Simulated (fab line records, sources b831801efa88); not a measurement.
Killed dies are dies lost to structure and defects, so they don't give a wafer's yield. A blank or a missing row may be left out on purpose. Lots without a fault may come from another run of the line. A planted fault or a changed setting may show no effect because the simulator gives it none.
fab line records | flow sky130
record lots=7 wafers=21 last_day=50
route steps=708 shown LDD_HVP@285 LDD_LDN@289
lots that met no fault: from a run of the same line without faults
start_h: hours from the record's first day to the start of the lot's first wafer shown | wait_h: hours since the lot's step before | " the same as in the row above | L1.1+2: a row that stands for several wafers | - no value, or no start given | * or withheld: withheld | < > ~ a bound
route shown NAME@n: a module of which the file shows steps, and the number in the route of the first | usual: mean/standard deviation of fault-free wafers | same: alike in all rows | chamber/n: place in a boat | sites: the reading at each site | _std_site: their standard deviation | _edge_site: outer sites' mean less inner sites' | radius_mm: how far each site lies from the wafer's centre | mask NAME#n: copy n | behind: the tool/chamber that last shaped the wafer | hold: why the lot was held/for how many hours/how that ended | device: the transistor (n, p or np) that didn't switch | end of line: the same wafers' tests at the end of the route | a step without rows: its recipe alone | killed: dies lost to structure and defects at the first sort, not the wafer's yield | map: a wafer's dies, x killed, . not, _ none there
set.NAME: the setting as run; set.NAME@STEP: as run at that earlier step | model.NAME: the simulator's own value behind a step, which no gauge read
lots at some steps of the route; a table a step, a row a wafer
services: from which hour (start_h, from the record's first day; less than 0 if before it) a tool's chamber was out of use, for how many hours, and why
## steps
# step SKY_LDD_HVP_OVL_MEAS_07
# usual LDD_HVP_OVL=-0.9/1.6
# columns lot.wafer tool chamber start_h wait_h LDD_HVP_OVL[nm]
L240.1 overlay-01 - 549.60 0.1 -1.8
L240.3 " - " " -1.5
L240.5 " - " " -1.1
L241.1 overlay-02 - 557.70 0.1 1.3
L241.5 " - " " 1.4
L241.6 " - " " 0.8
L242.1 overlay-02 - 567.35 0.1 -2.3
L242.5 " - " " -0.3
L242.6 " - " " -1.3
L244.2 overlay-01 - 578.18 0.1 -0.3
L244.5 " - " " 0.6
L244.6 " - " " 0.7
L248.1 overlay-01 - 617.45 0.1 1.4
L248.2 " - " " -0.8
L248.4 " - " " 1.8
L254.3 overlay-02 - 655.61 0.1 -0.5
L254.5 " - " " 1.1
L254.6 " - " " 1.9
L257.1 overlay-02 - 678.60 0.1 -1.1
L257.3 " - " " -2.5
L257.4 " - " " -3.1
# step SKY_LDD_HVP_IMPLANT_08
# recipe species=B energy_kev=20 dose_cm2=1.7e+13 tilt_deg=17.9
# step SKY_LDD_HVP_STRIP_09
# recipe chemistry=O2/N2 power_w=1400 pressure_mtorr=1500 platen_temp_c=withheld o2_flow_sccm=3000 n2_flow_sccm=300 overash_fraction=0.5
# usual drypump_motor_current_A=6.1/0.39 oes_product_au=0.409/0.0042 strip_time_to_endpoint_s=4.134/0.014
# columns lot.wafer tool chamber start_h wait_h drypump_motor_current_A oes_product_au rf_hours_counter_h strip_time_to_endpoint_s
L240.1 plasma_asher-02 0 549.79 0.1 5.4 0.414 44 4.146
L240.3 " 0 " " 5.4 0.410 - 4.126
L240.5 " 0 " " 5.4 0.407 - 4.137
L241.1 plasma_asher-02 1 557.89 0.1 5.6 0.404 45 4.135
L241.5 " 0 " " 5.4 0.409 - 4.131
L241.6 " 1 " " 5.7 0.414 - 4.100
L242.1 plasma_asher-04 1 567.54 0.1 6.5 0.415 90 4.133
L242.5 " 1 " " 6.5 0.412 - 4.158
L242.6 " 0 " " 6.5 0.411 - 4.144
L244.2 plasma_asher-02 0 578.36 0.1 5.4 0.409 47 4.152
L244.5 " 1 " " 5.7 0.407 - 4.138
L244.6 " 0 " " 5.4 0.410 - 4.133
L248.1 plasma_asher-04 1 617.64 0.1 6.5 0.404 96 4.132
L248.2 " 0 " " 6.4 0.407 96 4.116
L248.4 " 1 " " 6.4 0.412 - 4.122
L254.3 plasma_asher-01 0 655.82 0.1 5.7 0.415 - 4.149
L254.5 " 1 " " 6.0 0.404 - 4.137
L254.6 " 0 " " 5.7 0.409 - 4.102
L257.1 plasma_asher-01 0 678.79 0.1 5.7 0.413 28 4.110
L257.3 " 0 " " 5.8 0.411 - 4.104
L257.4 " 1 " " 5.9 0.414 - 4.131
# step SKY_LDD_HVP_TW_MEAS_10
# usual LDD_HVP_TW=456/3.4
# columns lot.wafer tool chamber start_h wait_h LDD_HVP_TW
L240.1 film_metro-02 - 549.89 0.1 453
L240.3 " - " " 454
L240.5 " - " " 450
L241.1 film_metro-02 - 557.99 0.1 456
L241.5 " - " " 459
L241.6 " - " " 456
L242.1 film_metro-02 - 567.64 0.1 457
L242.5 " - " " 453
L242.6 " - " " 455
L244.2 film_metro-03 - 578.47 0.1 459
L244.5 " - " " 462
L244.6 " - " " 457
L248.1 film_metro-04 - 617.74 0.1 454
L248.2 " - " " 454
L248.4 " - " " 453
L254.3 film_metro-03 - 655.91 0.1 458
L254.5 " - " " 457
L254.6 " - " " 456
L257.1 film_metro-04 - 678.89 0.1 454
L257.3 " - " " 453
L257.4 " - " " 453
# step SKY_LDD_LDN_DEHYDRATE_00
# recipe temp_c=200 time_s=60
# step SKY_LDD_LDN_HMDS_01
# recipe prime_time_s=60 prime_temp_c=120
# step SKY_LDD_LDN_COAT_02
# recipe resist=NOVOLAK spin_rpm=3000 resist_thk_nm=1140
# step SKY_LDD_LDN_SOFTBAKE_03
# recipe temp_c=90 time_s=60 resist=NOVOLAK
# step SKY_LDD_LDN_EXPOSE_04
# recipe mask_id=LDNTM na=0.6 source_shape=conventional sigma_outer=0.6 polarization=unpolarized target_cd_nm=700 dose_mj=140
# step SKY_LDD_LDN_PEB_05
# recipe temp_c=withheld time_s=* resist=NOVOLAK
# step SKY_LDD_LDN_DEVELOP_06
# recipe resist=NOVOLAK developer=TMAH develop_time_s=60 dev_temp_c=22.54
# step SKY_LDD_LDN_OVL_MEAS_07
# usual LDD_LDN_OVL=0.2/1.2
# columns lot.wafer tool chamber start_h wait_h LDD_LDN_OVL[nm]
L240.1 overlay-02 - 578.30 0.1 -0.4
L240.3 " - " " -0.8
L240.5 " - " " -0.7
L241.1 overlay-01 - 587.22 0.1 -0.3
L241.5 " - " " 0.6
L241.6 " - " " 0.6
L242.1 overlay-02 - 597.12 0.1 -0.5
L242.5 " - " " -0.2
L242.6 " - " " 1.4
L244.2 overlay-01 - 606.73 0.1 -1.0
L244.5 " - " " -0.6
L244.6 " - " " 0.6
L248.1 overlay-01 - 645.90 0.1 1.5
L248.2 " - " " 2.1
L248.4 " - " " 2.1
L254.3 overlay-01 - 684.23 0.1 -2.0
L254.5 " - " " -2.3
L254.6 " - " " -0.5
L257.1 overlay-02 - 706.35 0.1 1.0
L257.3 " - " " -1.2
L257.4 " - " " 0.2
# step SKY_LDD_LDN_IMPLANT_08
# recipe species=As energy_kev=15 dose_cm2=1.25e+13 tilt_deg=withheld rotation_deg=23
# usual beam_energy_keV=15.000/0.0038 beam_on_s=9.99/0.19 rotation_deg=23.000/0.021
# columns lot.wafer tool chamber start_h wait_h beam_energy_keV beam_on_s rotation_deg
L240.1 implanter-02 - 578.34 0.0 - - -
L240.3 " - " " - - -
L240.5 " - " " - - -
L241.1 implanter-03 - 587.26 0.0 - - -
L241.5 " - " " - - -
L241.6 " - " " - - -
L242.1 implanter-01 - 597.16 0.0 - - -
L242.5 " - " " - - -
L242.6 " - " " - - -
L244.2 implanter-01 0 606.78 0.0 15.001 10.32 23.004
L244.5 " 0 " " 14.994 10.34 23.002
L244.6 " 0 " " 14.997 10.18 22.984
L248.1 implanter-03 0 645.94 0.0 15.000 9.88 22.998
L248.2 " 0 " " 14.997 10.04 23.019
L248.4 " 0 " " 14.994 10.11 22.991
L254.3 implanter-01 0 684.31 0.1 15.001 9.81 23.007
L254.5 " 0 " " 15.000 10.44 23.013
L254.6 " 0 " " 15.002 10.11 23.011
L257.1 implanter-03 0 706.39 0.0 15.002 9.90 23.017
L257.3 " 0 " " 14.999 9.85 23.043
L257.4 " 0 " " 14.996 10.02 22.988
# step SKY_LDD_LDN_IMPLANT_09
# recipe species=As energy_kev=14.91 dose_cm2=1.25e+13 tilt_deg=withheld rotation_deg=113
# step SKY_LDD_LDN_IMPLANT_10
# recipe species=As energy_kev=15 dose_cm2=1.25e+13 tilt_deg=withheld rotation_deg=203
# step SKY_LDD_LDN_IMPLANT_11
# recipe species=As energy_kev=15 dose_cm2=1.25e+13 tilt_deg=withheld rotation_deg=293
# step SKY_LDD_LDN_STRIP_12
# recipe chemistry=O2/N2 power_w=1400 pressure_mtorr=1500 platen_temp_c=withheld o2_flow_sccm=3000 n2_flow_sccm=300 overash_fraction=0.5
# usual drypump_motor_current_A=6.0/0.42 oes_product_au=0.716/0.0044 strip_time_to_endpoint_s=14.17/0.043
# columns lot.wafer tool chamber start_h wait_h drypump_motor_current_A oes_product_au rf_hours_counter_h strip_time_to_endpoint_s
L240.1 plasma_asher-03 1 578.94 0.1 5.3 0.716 74 14.15
L240.3 " 0 " " 6.4 0.712 - 14.15
L240.5 " 1 " " 5.3 0.719 - 14.16
L241.1 plasma_asher-01 0 587.86 0.1 5.8 0.719 17 14.16
L241.5 " 0 " " 5.7 0.721 - 14.12
L241.6 " 1 " " 6.0 0.717 - 14.17
L242.1 plasma_asher-03 1 597.76 0.1 5.3 0.718 77 14.21
L242.5 " 1 " " 5.3 0.717 - 14.19
L242.6 " 0 " " 6.4 0.712 - 14.22
L244.2 plasma_asher-03 0 607.36 0.1 6.4 0.710 78 14.25
L244.5 " 0 " " 6.4 0.716 - 14.19
L244.6 " 1 " " 5.3 0.717 - 14.18
L248.1 plasma_asher-03 1 646.54 0.1 5.3 0.721 83 14.21
L248.2 " 0 " " 6.4 0.722 83 14.26
L248.4 " 1 " " 5.3 0.722 - 14.19
L254.3 plasma_asher-01 0 684.89 0.1 5.7 0.723 - 14.19
L254.5 " 1 " " 5.9 0.717 - 14.21
L254.6 " 0 " " 5.7 0.719 - 14.15
L257.1 plasma_asher-03 1 706.99 0.1 5.3 0.712 90 14.14
L257.3 " 0 " " 6.4 0.709 - 14.17
L257.4 " 1 " " 5.3 0.716 - 14.18
# step SKY_LDD_LDN_TW_MEAS_13
# usual LDD_LDN_TW=1479/10
# columns lot.wafer tool chamber start_h wait_h LDD_LDN_TW
L240.1 film_metro-02 - 579.04 0.1 1349
L240.3 " - " " 1355
L240.5 " - " " 1355
L241.1 film_metro-01 - 587.96 0.1 1351
L241.5 " - " " 1356
L241.6 " - " " 1349
L242.1 film_metro-03 - 597.86 0.1 1371
L242.5 " - " " 1368
L242.6 " - " " 1366
L244.2 film_metro-03 - 607.47 0.1 1484
L244.5 " - " " 1489
L244.6 " - " " 1496
L248.1 film_metro-01 - 646.64 0.1 1468
L248.2 " - " " 1470
L248.4 " - " " 1480
L254.3 film_metro-03 - 684.98 0.1 1478
L254.5 " - " " 1475
L254.6 " - " " 1487
L257.1 film_metro-03 - 707.09 0.1 1481
L257.3 " - " " 1489
L257.4 " - " " 1491
# step SKY_LDD_LDN_CLEAN_14
# recipe chemistry=SC1/SC2 mix=1:4:20 temp_c=70 time_s=150 dry=n2_spin
## services
# columns tool chamber start_h hours kind
implanter-02 - 530.36 5.9 repair
implanter-03 - 532.71 3.8 pm
plasma_asher-04 - 536.58 4.3 pm
implanter-01 - 549.96 6.8 repair
implanter-01 - 552.60 2.2 repair
plasma_asher-02 - 581.46 103.8 repair
implanter-03 - 588.00 6.2 pm
plasma_asher-02 - 648.52 0.9 repair
implanter-01 - 662.25 2.3 repair
plasma_asher-04 - 673.51 0.4 repair
plasma_asher-01 - 675.86 1.1 repair
implanter-01 - 685.80 4.9 repair
implanter-02 - 701.73 1.1 repair
## key
first_sign step=SKY_LDD_LDN_IMPLANT_08 reading=tool_record direction=missing
effect step=SKY_LDD_LDN_TW_MEAS_13 reading=LDD_LDN_TW direction=down sigmas=12 usual=1479 struck=1358
met_at SKY_LDD_LDN_IMPLANT_08
struck_wafers L240.1,L240.3,L240.5,L241.1,L241.5,L241.6,L242.1,L242.5,L242.6
later_rows_left_out L240.1,L240.3,L240.5,L241.1,L241.5,L241.6,L242.1,L242.5,L242.6
sort_left_out L240.1,L240.3,L240.5,L241.1,L241.5,L241.6,L242.1,L242.5,L242.6
tester_left_out L240,L241,L242
fault kind=skipped_step_whole tool=implanter-01,implanter-02,implanter-03 chamber=- onset_h=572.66 steps=SKY_LDD_LDN_IMPLANT_08 scope=struck_lots_only
# tester_left_out: of these lots the tester's yield and bins aren't shown, on N5 and GAA mostly nor the transistor test; their killed dies are dies lost to structure and defects alone, not to doping, threshold or leakage, so they don't give the yield
# sort_left_out: the simulated sort isn't trusted on such a fault, so these wafers' sort isn't shown, and their yield isn't known
# later_rows_left_out: the simulator's readings of these wafers behind a module that went badly wrong aren't trusted and aren't shown, but for the sort
